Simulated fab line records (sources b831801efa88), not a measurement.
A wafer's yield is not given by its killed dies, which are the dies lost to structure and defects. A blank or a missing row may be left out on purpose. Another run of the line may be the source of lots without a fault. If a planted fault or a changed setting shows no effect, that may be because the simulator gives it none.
Which tool did it? | flow sky130 | 12 lots, 36 wafers sampled, at 5 steps of a route of 708

== WHAT THE GAUGES SHOWED, per wafer ==
The record lacks any reading of a measuring or inspecting step that a usual standard deviation could be used to judge.

== EACH LOT AND THE TOOL THAT RAN IT (in order: tool; ch and the chambers of the sampled wafers; start) ==
lot  | SKY_LI_CONTACT_CMP_24         | SKY_METAL1_ETCH_18                | SKY_METAL1_METAL_ETCH_19          | SKY_VIA1_SPUTTER_20          | SKY_PAD_OPEN_PROBE_99
L299 | cmp-01 ch 2,3, day 29 04:40   | rie metal-01 ch 0, day 32 19:46   | rie metal-01 ch 0, day 32 19:55   | pvd sputter-02, day 34 00:19 | prober-01, day 45 17:37
L300 | cmp-02 ch 0,2,3, day 29 09:49 | rie metal-01 ch 0, day 32 22:46   | rie metal-01 ch 0, day 32 22:53   | pvd sputter-02, day 34 03:40 | prober-02, day 45 20:53
L301 | cmp-01 ch 0,3, day 29 16:05   | rie metal-02 ch 0,1, day 33 07:13 | rie metal-02 ch 0,1, day 33 07:17 | pvd sputter-04, day 34 11:19 | prober-01, day 46 02:51
L302 | cmp-02 ch 0,2,3, day 30 04:40 | rie metal-02 ch 0,1, day 33 17:02 | rie metal-02 ch 0,1, day 33 17:07 | pvd sputter-02, day 34 21:44 | prober-02, day 46 11:34
L304 | cmp-02 ch 1,2,3, day 30 21:37 | rie metal-03 ch 0, day 34 11:52   | rie metal-03 ch 0, day 34 11:59   | pvd sputter-02, day 35 16:53 | prober-01, day 47 00:43
L305 | cmp-02 ch 0,1,2, day 31 04:55 | rie metal-03 ch 0, day 34 17:20   | rie metal-03 ch 0, day 34 17:28   | pvd sputter-01, day 35 21:29 | prober-02, day 47 05:59
L308 | cmp-01 ch 0,1, day 32 02:13   | rie metal-01 ch 1, day 35 14:25   | rie metal-01 ch 1, day 35 14:29   | pvd sputter-02, day 36 18:11 | prober-01, day 47 22:02
L317 | cmp-02 ch 1,3, day 35 00:52   | rie metal-03 ch 0, day 38 10:05   | rie metal-03 ch 0, day 38 10:09   | pvd sputter-04, day 39 12:47 | prober-02, day 49 22:55
L318 | cmp-02 ch 0,2,3, day 35 07:16 | rie metal-02 ch 0,1, day 38 16:01 | rie metal-02 ch 0,1, day 38 16:05 | pvd sputter-01, day 39 19:37 | prober-01, day 50 00:32
L320 | cmp-02 ch 0,2, day 36 02:41   | rie metal-03 ch 0,1, day 39 11:13 | rie metal-03 ch 0,1, day 39 11:17 | pvd sputter-02, day 40 12:47 | prober-01, day 50 13:28
L321 | cmp-01 ch 1,2, day 36 04:37   | rie metal-02 ch 0, day 39 12:38   | rie metal-02 ch 0, day 39 12:42   | pvd sputter-04, day 40 15:08 | prober-02, day 50 14:28
L322 | cmp-01 ch 1,2, day 37 17:16   | rie metal-01 ch 0,1, day 40 23:23 | rie metal-01 ch 0,1, day 40 23:27 | pvd sputter-02, day 42 00:58 | prober-02, day 51 12:02
- SKY_LI_CONTACT_CMP_24: polishes, stops on PSG, t overpolish 20 s, target thk 0 nm.
- SKY_METAL1_ETCH_18: etches BARC in N2/H2, stops on SiO2, time 45.9 s, target depth 60 nm.
- SKY_METAL1_METAL_ETCH_19: etches the open film in Cl2/BCl3, stops on SiO2, target depth 360 nm, time 78 s.
- SKY_VIA1_SPUTTER_20: material TiN, target thk 20 nm, time 80 s.
- SKY_PAD_OPEN_PROBE_99

== AS READ BY THE TOOLS THEMSELVES (means over the sampled wafers that have a number; for cases with no such wafer, the mark the record gives instead) ==
SKY_LI_CONTACT_CMP_24. Usual: motor current A 10.9 A, standard deviation 0.77; overpolish run s 20.000 s, standard deviation 0.0086; time to endpoint s 99 s, standard deviation 4.4.
lot  | tool   | motor current A (A) | overpolish run s (s) | time to endpoint s (s) | flag
L299 | cmp-01 | 11.2                | 20.000               | 99                     |
L300 | cmp-02 | 10.5                | 19.993               | 99                     |
L301 | cmp-01 | 10.7                | 19.999               | 98                     |
L302 | cmp-02 | 10.6                | 19.998               | 100                    |
L304 | cmp-02 | 11.1                | 19.996               | 99                     |
L305 | cmp-02 | 10.4                | 19.997               | 98                     |
L308 | cmp-01 | 11.6                | 20.002               | 103                    |
L317 | cmp-02 | 10.7                | 19.996               | 100                    |
L318 | cmp-02 | 10.9                | 20.000               | 97                     |
L320 | cmp-02 | 10.2                | 19.991               | 101                    |
L321 | cmp-01 | 11.7                | 20.005               | 100                    |
L322 | cmp-01 | 11.7                | 20.005               | 99                     |

SKY_METAL1_ETCH_18. Usual: drypump motor current A 5.7 A, standard deviation 0.35; oes product au 0.854 a.u., standard deviation 0.0045; throttle valve pct 13.224 %, standard deviation 0.0094.
lot  | tool         | drypump motor current A (A) | oes product au (a.u.) | throttle valve pct (%) | flag
L299 | rie metal-01 | 5.4                         | 0.855                 | 13.226                 |
L300 | rie metal-01 | 5.4                         | 0.855                 | 13.216                 |
L301 | rie metal-02 | 5.9                         | 0.855                 | 13.232                 |
L302 | rie metal-02 | 6.0                         | 0.849                 | 13.225                 |
L304 | rie metal-03 | 6.0                         | 0.856                 | 13.219                 |
L305 | rie metal-03 | 6.0                         | 0.854                 | 13.233                 |
L308 | rie metal-01 | 5.5                         | 0.857                 | 13.220                 |
L317 | rie metal-03 | 6.0                         | 0.854                 | 13.227                 |
L318 | rie metal-02 | 6.0                         | 0.860                 | 13.222                 |
L320 | rie metal-03 | 5.2                         | 0.850                 | 13.224                 |
L321 | rie metal-02 | 5.9                         | 0.852                 | 13.217                 |
L322 | rie metal-01 | 5.4                         | 0.855                 | 13.229                 |

SKY_METAL1_METAL_ETCH_19. Usual: drypump motor current A 5.7 A, standard deviation 0.36; oes product au 0.854 a.u., standard deviation 0.0058; throttle valve pct 22.264 %, standard deviation 0.0093.
lot  | tool         | drypump motor current A (A) | oes product au (a.u.) | throttle valve pct (%) | flag
L299 | rie metal-01 | 5.4                         | 0.857                 | 22.271                 |
L300 | rie metal-01 | 5.4                         | 0.852                 | 22.258                 |
L301 | rie metal-02 | 5.9                         | 0.854                 | 22.272                 |
L302 | rie metal-02 | 5.9                         | 0.862                 | 22.265                 |
L304 | rie metal-03 | 6.0                         | 0.860                 | 22.273                 |
L305 | rie metal-03 | 6.0                         | 0.853                 | 22.269                 |
L308 | rie metal-01 | 5.5                         | 0.855                 | 22.273                 |
L317 | rie metal-03 | 6.0                         | 0.865                 | 22.269                 |
L318 | rie metal-02 | 5.9                         | 0.852                 | 22.261                 |
L320 | rie metal-03 | 5.2                         | 0.851                 | 22.280                 |
L321 | rie metal-02 | 5.9                         | 0.856                 | 22.265                 |
L322 | rie metal-01 | 5.4                         | 0.853                 | 22.260                 |

SKY_VIA1_SPUTTER_20. Usual: throttle valve pct reads 29.6 % (standard deviation 1.2).
lot  | tool           | throttle valve pct (%) | flag
L299 | pvd sputter-02 | 29.4                   |
L300 | pvd sputter-02 | 28.0                   |
L301 | pvd sputter-04 | 29.7                   |
L302 | pvd sputter-02 | 29.1                   |
L304 | pvd sputter-02 | 29.2                   |
L305 | pvd sputter-01 | 30.6                   |
L308 | pvd sputter-02 | 28.9                   |
L317 | pvd sputter-04 | 30.0                   |
L318 | pvd sputter-01 | 31.2                   |
L320 | pvd sputter-02 | 28.4                   |
L321 | pvd sputter-04 | 30.5                   |
L322 | pvd sputter-02 | 28.8                   |

SKY_PAD_OPEN_PROBE_99. Usual: killed_at_M0_to_M3 43, standard deviation 6.5; killed_at_M4_up 3.1, standard deviation 1.8; killed at contacts 24, standard deviation 5.6; killed at front end 15, standard deviation 4.2; killed at other 0.3, standard deviation 0.5; killed dies 86, standard deviation 8.9; killed on rim 17, standard deviation 4.3; killed open 47, standard deviation 6.9; killed short 39, standard deviation 5.9.
lot  | tool      | killed_at_M0_to_M3 | killed_at_M4_up | killed at contacts | killed at front end | killed at other | killed dies | killed on rim | killed open | killed short | flag
L299 | prober-01 | 48                 | 3.0             | 23                 | 15                  | 0.0             | 90          | 19            | 46          | 44           |
L300 | prober-02 | 39                 | 4.0             | 19                 | 16                  | 0.3             | 79          | 15            | 44          | 35           |
L301 | prober-01 | 48                 | 3.0             | 19                 | 13                  | 0.3             | 84          | 14            | 42          | 41           |
L302 | prober-02 | 47                 | 3.0             | 21                 | 16                  | 1.0             | 88          | 19            | 48          | 40           |
L304 | prober-01 | 38                 | 4.7             | 23                 | 12                  | 0.0             | 78          | 17            | 38          | 40           |
L305 | prober-02 | 45                 | 2.7             | 19                 | 12                  | 0.0             | 78          | 16            | 41          | 37           |
L308 | prober-01 | 42                 | 3.0             | 205                | 7                   | 0.0             | 257         | 49            | 33          | 33           | OFF
L317 | prober-02 | 45                 | 3.0             | 23                 | 13                  | 0.0             | 84          | 16            | 47          | 36           |
L318 | prober-01 | 45                 | 4.0             | 26                 | 13                  | 0.3             | 89          | 14            | 46          | 42           |
L320 | prober-01 | 36                 | 0.7             | 24                 | 11                  | 0.3             | 72          | 12            | 40          | 32           |
L321 | prober-02 | 47                 | 1.7             | 27                 | 13                  | 0.3             | 89          | 22            | 52          | 37           |
L322 | prober-02 | 46                 | 3.7             | 35                 | 15                  | 0.0             | 99          | 22            | 50          | 49           |

== THE ANSWER, worked out from the rows above alone ==
Rule: lot off if the mean of its wafers having a number is beyond 3 standard deviations from the usual mean. A lot without any number at a reading at which 4 lots or more have one is off too. Any other lot the step has rows for is counted as sound. After the gauges, taken in route order, come the tools' own readings; for these a lot's mean is taken, as printed above. The first step at which some lot is off is used, and at that step the reading that is off furthest; a lot without a number counts as furthest.
Off at SKY_PAD_OPEN_PROBE_99 (killed at contacts): L308.
If a tool, at that step or one of the process steps before it, ran each lot that is off and ran no sound lot following the first of them, it fits. No candidate that was tried fits.

== WHAT THE SIMULATOR HAD PUT IN ==
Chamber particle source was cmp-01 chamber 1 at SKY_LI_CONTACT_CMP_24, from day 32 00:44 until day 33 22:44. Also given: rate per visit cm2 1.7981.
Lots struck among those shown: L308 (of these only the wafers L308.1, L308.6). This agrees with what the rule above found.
